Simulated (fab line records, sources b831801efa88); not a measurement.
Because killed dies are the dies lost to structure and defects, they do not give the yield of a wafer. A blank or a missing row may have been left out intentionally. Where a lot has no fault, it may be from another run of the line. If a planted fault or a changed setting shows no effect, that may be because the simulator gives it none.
Comparing a struck lot with a sound one | flow sky130 | 15 steps out of a route of 708
Sound: wafers L551.1, L551.4, L551.5. Struck: wafers L556.3, L556.4, L556.6. The cause is named last.
At each step with rows: each side's tool, then ch and its chambers, then its first start. Under that, the readings that differ: sound wafers | struck wafers | difference of the means | sigmas: that difference in standard deviations of wafers without a fault.
alike: words and numbers the same on both sides, and readings whose means are apart by under 2 such deviations; not compared: readings that were withheld, readings missing a value for some wafer, numbers with overlapping values and no deviation given by the record, and bounds like >300 which may hide the same value.
The two part at a step that has a row with sigmas, a row that says differs or no value, or rows on one side only. When numbers do not overlap yet have no deviation, they are printed without sigmas and do not part them. A reading missing from all wafers of one side parts the sides only when that side holds two or more wafers.

first, 2 steps without rows for these wafers: SKY_METAL3_CLEAN_22 (cleans in O3/DIW); SKY_VIA3_HDPCVD_00 (deposits SiO2, target thk 1635 nm, time 272.5 s).
SKY_VIA3_THK_MEAS_01:
  sound on film metro-02, day 38 22:51; struck on film metro-02, day 40 08:56
  alike: VIA3_HDPCVD_THK
SKY_VIA3_CMP_02: polishes SiO2.
  sound on cmp-01 ch 0,1,3, day 38 22:58; struck on cmp-01 ch 2,3, day 40 08:59
  alike: motor current A
SKY_VIA3_BOW_MEAS_03:
  sound on film metro-02, day 38 23:13; struck on film metro-01, day 40 09:19
  alike: VIA3_BOW
then, 7 steps without rows for these wafers: SKY_VIA3_DEHYDRATE_04 (time 60 s); SKY_VIA3_HMDS_05 (prime time 60 s); SKY_VIA3_COAT_06 (resist thk 60 nm); SKY_VIA3_COAT_07 (resist thk 450 nm); SKY_VIA3_SOFTBAKE_08 (time 90 s); SKY_VIA3_EXPOSE_09 (exposes mask VIM3, target cd 200 nm); SKY_VIA3_PEB_10.
SKY_VIA3_DEVELOP_11: develop time 60 s.
  sound on litho track-04 ch 0, day 39 23:00; struck on litho track-04 ch 0, day 41 10:00
  reading              | sound             | struck            | difference | sigmas
  developer temp C (C) | 21.01 21.20 20.93 | 20.20 20.24 20.30 | -0.80      | -8
SKY_VIA3_CD_MEAS_12: the cd target is 200 nm.
  sound on cd sem-02, day 39 23:49; struck on cd sem-02, day 41 10:24
  reading    | sound             | struck            | difference | sigmas
  cd nm (nm) | 199.6 200.9 199.0 | 196.3 196.6 196.6 | -3.3       | -3
-- the record jumps here: 6 days lie between the struck wafers' starts before and after (it left off in module VIA3 and takes up again in module PAD_OPEN, whose first step shown is number 708 of the route) --
SKY_PAD_OPEN_PROBE_99:
  sound on prober-02, day 46 00:46; struck on prober-01, day 47 07:29
  alike: defect limited yield, killed_at_M0_to_M3, killed_at_M4_up, killed at contacts, killed at front end, killed at other, killed dies, killed open, killed short, sort_bin_3_pad_short, sort_bin_5_function, sort_bin_6_memory, sort n pass, sort yield pct

## WHERE THEY PART
Last at SKY_VIA3_CD_MEAS_12 as far as this record goes, first at SKY_VIA3_DEVELOP_11. Later steps at which nothing parts them and some readings are alike: SKY_PAD_OPEN_PROBE_99.

WHY: what the simulator had put in
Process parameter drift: litho track-04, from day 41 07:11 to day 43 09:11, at SKY_VIA3_DEVELOP_11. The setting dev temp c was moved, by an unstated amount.
